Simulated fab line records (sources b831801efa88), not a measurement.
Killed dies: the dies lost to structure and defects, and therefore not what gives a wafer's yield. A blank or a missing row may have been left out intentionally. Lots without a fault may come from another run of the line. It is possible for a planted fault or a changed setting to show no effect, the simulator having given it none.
Chamber matching + flow gf180mcu + GF_V2_CMP_26 on cmp-02: 4 sister chambers
The step polishes, stops on SiO2, t overpolish 15 s, target thk 0 nm. 4 wafers are shown with their chamber, then 7 later ones without.

## WAFERS, EACH WITH ITS CHAMBER
| wafer  | chamber | motorCurrentA (A) |
|--------|---------|-------------------|
| L577.2 | 1       | 14.0              |
| L592.4 | 0       | 11.7              |
| L594.1 | 3       | 9.8               |
| L594.3 | 2       | 11.1              |

## WAFERS WITH NO CHAMBER GIVEN
| wafer  | motorCurrentA (A) |
|--------|-------------------|
| L594.6 | 11.7              |
| L595.2 | 10.8              |
| L595.3 | 11.6              |
| L595.5 | 10.3              |
| L596.2 | 12.3              |
| L596.3 | 9.9               |
| L596.5 | 10.3              |

## CHAMBER TAKEN BY EACH
| wafer  | from the rows above          | in truth |
|--------|------------------------------|----------|
| L594.6 | can't be placed: 0 or 2      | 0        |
| L595.2 | can't be placed: 2 or 0 or 3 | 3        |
| L595.3 | can't be placed: 0 or 2      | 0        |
| L595.5 | can't be placed: 3 or 2      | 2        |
| L596.2 | can't be placed: 0 or 2      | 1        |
| L596.3 | 3                            | 3        |
| L596.5 | can't be placed: 3 or 2      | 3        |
Correctly placed: 1 of 7. Can't be placed from these rows: 6 (the true chamber is among the candidates in 5). Placed wrongly: 0.
How it was worked out, from the rows above alone: a wafer's distance from a chamber is the root of the sum, over the readings, of the square of ((its reading less the chamber's mean) divided by the reading's scatter). The wafer belongs to the nearest chamber; if the next one is less than 2 further off, it can't be placed. A chamber's mean is the mean of its shown wafers. The scatter (one wafer shown for each chamber): square how far every hidden wafer sits from the nearest shown wafer, average those squares and take the square root.
